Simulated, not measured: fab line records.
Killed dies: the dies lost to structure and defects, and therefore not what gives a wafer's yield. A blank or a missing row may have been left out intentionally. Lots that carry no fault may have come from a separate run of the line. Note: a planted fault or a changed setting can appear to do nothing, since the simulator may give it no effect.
Which tool did it? + flow gf180mcu + 12 lots, 36 wafers sampled, at 4 steps of a route of 602

## WHAT THE GAUGES SHOWED, per wafer
GF_MVPSD_OVL_MEAS_07.
| lot  | measured     | on         | MVPSD_OVL (nm) |
|------|--------------|------------|----------------|
| L418 | day 5 06:07  | overlay-02 | -0.3 0.3 -0.7  |
| L420 | day 5 15:14  | overlay-01 | -1.3 1.0 0.1   |
| L421 | day 5 23:41  | overlay-01 | 0.4 0.2 1.0    |
| L425 | day 6 23:30  | overlay-01 | -1.8 0.4 -1.1  |
| L426 | day 7 06:11  | overlay-01 | -0.9 1.0 0.3   |
| L427 | day 7 13:42  | overlay-02 | 0.4 -1.0 0.9   |
| L429 | day 7 23:14  | overlay-02 | -0.3 -0.5 -0.6 |
| L430 | day 8 06:09  | overlay-01 | -1.5 -2.4 -0.5 |
| L431 | day 8 09:21  | overlay-02 | 0.1 1.8 1.5    |
| L432 | day 8 17:47  | overlay-02 | 0.3 1.5 0.5    |
| L439 | day 10 12:41 | overlay-01 | 1.1 2.5 -0.2   |
| L440 | day 10 17:48 | overlay-01 | 1.2 2.6 1.7    |

GF_VT_IMPLANT_RS_MEAS_46: a four-point-probe measurement.
| lot  | measured     | on            | MVSD_RS (ohm/sq)  |
|------|--------------|---------------|-------------------|
| L418 | day 7 18:56  | film_metro-02 | 457.6 457.8 456.4 |
| L420 | day 8 05:53  | film_metro-01 | 456.1 456.0 456.5 |
| L421 | day 8 14:31  | film_metro-01 | 458.0 455.0 456.2 |
| L425 | day 9 16:28  | film_metro-02 | 458.0 457.0 457.5 |
| L426 | day 9 23:41  | film_metro-01 | 455.9 454.1 454.7 |
| L427 | day 10 08:38 | film_metro-03 | 456.2 458.2 458.3 |
| L429 | day 10 19:51 | film_metro-02 | 455.4 457.3 456.9 |
| L430 | day 11 03:57 | film_metro-01 | 456.1 456.6 455.9 |
| L431 | day 11 09:54 | film_metro-02 | 456.9 456.9 457.5 |
| L432 | day 11 19:01 | film_metro-02 | 456.5 455.8 455.2 |
| L439 | day 13 18:32 | film_metro-03 | 458.2 457.7 459.2 |
| L440 | day 14 01:45 | film_metro-02 | 455.7 457.1 456.3 |

GF_DUAL_GATE_THK_MEAS_03.
| lot  | measured     | on            | DUAL_GATE_OXIDATION_00_THK (nm)    |
|------|--------------|---------------|------------------------------------|
| L418 | day 7 22:04  | film_metro-01 | 11.01 11.01 10.96                  |
| L420 | day 8 08:01  | film_metro-04 | 10.91 11.17 10.97                  |
| L421 | day 8 19:55  | film_metro-02 | 10.71 10.65 10.94                  |
| L425 | day 9 18:37  | film_metro-01 | 11.14 11.11 11.06                  |
| L426 | day 10 01:58 | film_metro-01 | 10.66 10.84 10.70                  |
| L427 | day 10 11:58 | film_metro-01 | 10.72 10.68 10.82                  |
| L429 | day 10 21:58 | film_metro-01 | 10.71 10.54 10.60                  |
| L430 | day 11 06:04 | film_metro-04 | 10.08 10.18 10.08                  |
| L431 | day 11 12:58 | film_metro-01 | 10.06 10.00 10.00 10.06 9.98 10.01 |
| L432 | day 11 21:08 | film_metro-01 | 10.67 10.63 10.85                  |
| L439 | day 13 22:13 | film_metro-02 | 11.01 11.24 10.95                  |
| L440 | day 14 03:52 | film_metro-01 | 10.60 10.61 10.73                  |

## WHAT TOOL EACH LOT RAN ON (gives the tool, then ch and the chambers of the sampled wafers, and finally the start)
| lot  | GF_DUAL_GATE_OXIDATION_02     |
|------|-------------------------------|
| L418 | furnace-01 ch 0, day 7 20:34  |
| L420 | furnace-02 ch 0, day 8 06:34  |
| L421 | furnace-01 ch 0, day 8 18:29  |
| L425 | furnace-02 ch 0, day 9 17:10  |
| L426 | furnace-01 ch 0, day 10 00:31 |
| L427 | furnace-01 ch 0, day 10 10:31 |
| L429 | furnace-01 ch 0, day 10 20:31 |
| L430 | furnace-01 ch 0, day 11 04:37 |
| L431 | furnace-01 ch 0, day 11 11:31 |
| L432 | furnace-02 ch 0, day 11 19:40 |
| L439 | furnace-02 ch 0, day 13 20:46 |
| L440 | furnace-01 ch 0, day 14 02:25 |
- GF_DUAL_GATE_OXIDATION_02: stabilise 600 s, purge 300 s, target thk 10.887 nm.

## AS READ BY THE TOOLS THEMSELVES (means over the sampled wafers that have a number; for cases with no such wafer, the mark the record gives instead)
GF_DUAL_GATE_OXIDATION_02.
| lot  | tool       | spike_tc_centre_C (C) | spike_tc_lower_C (C) | spike_tc_upper_C (C) | tube_center_temp_C (C) | tube_center_temp_C_max |
|------|------------|-----------------------|----------------------|----------------------|------------------------|------------------------|
| L418 | furnace-01 | 898.2                 | 901.0                | 898.2                | 900                    | 901.9                  |
| L420 | furnace-02 | 901.2                 | 901.6                | 900.0                | 900                    | 902.3                  |
| L421 | furnace-01 | 899.5                 | 900.0                | 900.1                | 900                    | 902.5                  |
| L425 | furnace-02 | 900.8                 | 900.8                | 900.8                | 900                    | 902.5                  |
| L426 | furnace-01 | 900.4                 | 901.4                | 898.6                | 900                    | 902.4                  |
| L427 | furnace-01 | 899.0                 | 900.9                | 900.3                | 900                    | 902.4                  |
| L429 | furnace-01 | 899.1                 | 899.7                | 899.5                | 900                    | 902.4                  |
| L430 | furnace-01 | 892.8                 | 894.6                | 893.3                | 894                    | 896.5                  |
| L431 | furnace-01 | 894.7                 | 894.7                | 893.3                | 894                    | 896.8                  |
| L432 | furnace-02 | 901.0                 | 902.1                | 900.0                | 900                    | 902.3                  |
| L439 | furnace-02 | 900.8                 | 900.9                | 899.1                | 900                    | 902.0                  |
| L440 | furnace-01 | 898.4                 | 900.6                | 900.1                | 900                    | 902.0                  |

## THE ANSWER, worked out from the rows above alone
Rule: the usual values come from the lots themselves. The widest of any qualifying gaps counts: lots, ordered by their means at a reading, are off when they make up no more than a third of the lots, leave a main group of 4 or more, and stand apart from it by 3 or more times the standard deviation of that group's means. If all means in a main group match to the digits the tables above print for the reading, that group is not used. Also off: a lot with no number at a reading for which 4 or more lots have one. The other lots that the step has rows for count as sound. The gauges are gone through in route order, then the tools' own readings, and for those a lot's mean is taken as printed above. The first step at which some lot is off is used, and at that step the reading that is off furthest; a lot without a number counts as furthest.
Off: L430, L431, at GF_DUAL_GATE_OXIDATION_02 (tube_center_temp_C_max). For the main group the mean is 902.3 and the standard deviation 0.21.
If a tool, at that step or one of the process steps before it, ran each lot that is off and ran no sound lot following the first of them, it fits. No candidate that was tried fits.

## WHAT THE SIMULATOR PUT IN
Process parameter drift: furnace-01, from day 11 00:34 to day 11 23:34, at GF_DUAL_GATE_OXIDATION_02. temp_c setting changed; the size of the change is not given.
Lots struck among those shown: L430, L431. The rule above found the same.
